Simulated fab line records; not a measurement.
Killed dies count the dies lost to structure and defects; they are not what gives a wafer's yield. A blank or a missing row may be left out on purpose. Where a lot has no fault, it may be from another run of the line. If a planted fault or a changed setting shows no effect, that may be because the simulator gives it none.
Problem report in the 8D (eight disciplines) form, filled by code || flow sky130 || the parts of the form that need people (team, actions taken, sign-off) are left out

== 1. THE PROBLEM ==
VIA3_W_RS at SKY_VIA3_RS_MEAS_22 reads a mean of 0.2662 ohm/sq on 2 wafers of 1 lot; wafers without a fault read 0.2948 ohm/sq with a standard deviation of 0.0029. Measured from the usual mean, that is -9.9 standard deviations.
The step: measures by four-point-probe.
Earliest sighting: wafer L625.1 on filmMetro-04 at day 43 17:32. At this step, 30 wafers from 10 lots have a number in the record. By rule, "out" or "out of limits" means more than 4 standard deviations away from the usual mean. The rest of the wafers with a number are treated as sound.

== 2. WHAT IT IS, AND WHAT IT ISN'T ==
{"question": "which readings at this step", "is": "VIA3_W_RS", "is not": "-"}
{"question": "which lots", "is": "L625", "is not": "L613, L615, L616, L617, L628, L629, L632, L634, L635"}
{"question": "which wafers of those lots", "is": "L625.1, L625.2", "is not": "L625.3"}
{"question": "read on which gauges", "is": "filmMetro-04", "is not": "filmMetro-02, filmMetro-03"}
{"question": "when", "is": "from day 43 17:32", "is not": "up to then (13 sound wafers); but 15 sound wafers of L628, L629, L632, L634, L635 came after"}

== 3. SUSPECTS, AND WHAT RULES EACH OUT ==
Counting: if a tool at a process step up to the reading ran every lot that is out, it stays a suspect. Sound lots after the first of them don't rule it out here, since some wafers of a struck lot are sound.
- the gauge at SKY_VIA3_RS_MEAS_22: kept. All the wafers that are out were read on filmMetro-04, and no step on other tools shows them out.
- plasmaAsher-03 at SKY_METAL3_STRIP_19 (strips in O2/N2): kept. L625, the lot that is out, went through it at day 42 15:22; up to then, the latest sound lot through it was L617 at day 40 04:06.
- cvdW-01 at SKY_VIA3_CVD_21 (deposits W, target thk 390 nm, time 117.31 s): kept. L625, the lot that is out, went through it at day 43 17:18; up to then, the latest sound lot through it was L616 at day 41 02:32.
plasmaAsher-03 at SKY_METAL3_STRIP_19, cvdW-01 at SKY_VIA3_CVD_21 and filmMetro-04 at SKY_VIA3_RS_MEAS_22 are what is left after counting.

== 4. THE CAUSE (what the simulator had put in) ==
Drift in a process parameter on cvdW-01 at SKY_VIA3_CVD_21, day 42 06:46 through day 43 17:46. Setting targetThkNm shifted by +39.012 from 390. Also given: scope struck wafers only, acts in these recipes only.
3 suspects survive the count, and this tool is in that group.

== 5. THE CHAIN OF EFFECTS, in route order ==
Rows list readings where the struck wafers' mean (over those with a number) sits beyond 3 standard deviations from the usual. Only readings whose record carries a usual standard deviation are examined. hours: median over the lots of the time between each lot's start at the first step of this table that gives one and its start at this step. sigmas: the change, counted in usual standard deviations.
{"hours": 0, "step": "SKY_VIA3_RS_MEAS_22", "reading": "VIA3_W_RS", "usual": "0.2948 ohm/sq", "on struck wafers": 0.2662, "change": -0.0286, "sigmas": -9.9}
{"hours": 0, "step": "SKY_VIA3_THK_MEAS_23", "reading": "VIA3_W_THK", "usual": "381 nm", "on struck wafers": 418, "change": "+37", "sigmas": "+6.9"}

== 6. HOW IT WOULD HAVE BEEN CAUGHT EARLIER ==
Counted from the fault's start at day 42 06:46, it took 35 hours until the first out-of-limits reading at a measuring or inspecting step in this record, taken at day 43 17:32.
An alarm limit of 4 standard deviations would not have fired on the tool readings at SKY_VIA3_CVD_21 for which the record gives a usual standard deviation, since none of them was out on any struck wafer.
All the lots that are out (1) had begun SKY_VIA3_CVD_21 on cvdW-01 by day 43 17:32. Had the tool been put on hold then, not one of them would have been saved.
